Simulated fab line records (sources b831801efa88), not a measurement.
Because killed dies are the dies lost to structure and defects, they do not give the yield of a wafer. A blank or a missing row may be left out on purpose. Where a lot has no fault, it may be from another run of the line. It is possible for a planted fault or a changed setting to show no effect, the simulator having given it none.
8D (eight disciplines) problem report, filled in by code / flow sky130 / the parts of the form that need people (team, actions taken, sign-off) are left out

## 1. PROBLEM STATEMENT
Mean of oesProductAu at SKY_CONTACT_ETCH_16: 0.935 a.u. across 2 wafers in 2 lots; on wafers with no fault it is 0.854 a.u. (standard deviation 0.0046). That is +18 standard deviations from the usual mean.
The step: etches BARC in N2/H2, stops on SiO2, time 45.9 s, target depth 60 nm.
First seen on wafer L351.6, day 36 01:56, on rieDiel-03. Wafers with a number at this step in the record: 36, from 12 lots. The rule behind "out" and "out of limits": a value lying over 4 standard deviations away from the usual mean. All remaining wafers that have a number are taken as sound.

## 2. WHAT IT IS AND WHAT IT IS NOT
question=which readings at this step | is=oesProductAu, runLengthS | is not=drypumpMotorCurrentA, h2FlowSccm, throttleValvePct
question=which lots | is=L351, L352 | is not=L339, L341, L344, L345, L346, L348, L349, L350, L354, L358
question=which wafers of those lots | is=L351.6, L352.1 | is not=L351.2, L351.4, L352.2, L352.6
question=read on which tools | is=rieDiel-03 | is not=rieDiel-02, rieDiel-04
question=when | is=from day 36 01:56 | is not=up to then (26 sound wafers); but 8 sound wafers of L352, L354, L358 came after

## 3. THE SUSPECTS, EACH WITH WHAT RULES IT OUT
Counting: a tool at a process step up to the reading stays a suspect if it ran every lot that is out. Sound lots after the first of them don't rule it out here, since some wafers of a struck lot are sound.
- rieDiel-03 at SKY_CONTACT_ETCH_16 (etches BARC in N2/H2, stops on SiO2, time 45.9 s, target depth 60 nm): kept. It ran every lot that is out, first L351 (day 36 01:56); its last sound lot up to then is L349 (day 35 06:35). Out on those wafers are its own readings of oesProductAu, runLengthS.
- At SKY_CONTACT_ETCH_16, inside rieDiel-03: chamber 1 took the wafers that are out, while their sound lot-mates went through chambers 0, 2.
Left after counting: rieDiel-03 at SKY_CONTACT_ETCH_16.

## 4. THE CAUSE (what the simulator had put in)
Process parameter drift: rieDiel-03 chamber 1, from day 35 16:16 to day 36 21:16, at SKY_CONTACT_ETCH_16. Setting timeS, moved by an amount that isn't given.
After counting, this tool was the only one left.

## 5. THE EFFECT CHAIN, in route order
Each row: a reading whose mean over the struck wafers that have a number lies more than 3 standard deviations from the usual. Only readings for which the record gives a usual standard deviation are gone through. hours: the time from each lot's start at the first step in this table that gives one to its start at this step, as a median over the lots. sigmas: the change in usual standard deviations.
hours=0; step=SKY_CONTACT_ETCH_16; reading=oesProductAu; usual=0.854 a.u.; on struck wafers=0.935; change=+0.081; sigmas=+18
hours=0; step=SKY_CONTACT_ETCH_16; reading=runLengthS; usual=74.0 s; on struck wafers=69.8; change=-4.2; sigmas=-9.9
It contains these process steps:
- SKY_CONTACT_ETCH_16: etches BARC in N2/H2, stops on SiO2, time 45.9 s, target depth 60 nm.

## 6. HOW IT WOULD HAVE BEEN CAUGHT EARLIER
The fault began at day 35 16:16; the first out-of-limits reading in this record came at day 36 01:56, 10 hours later.
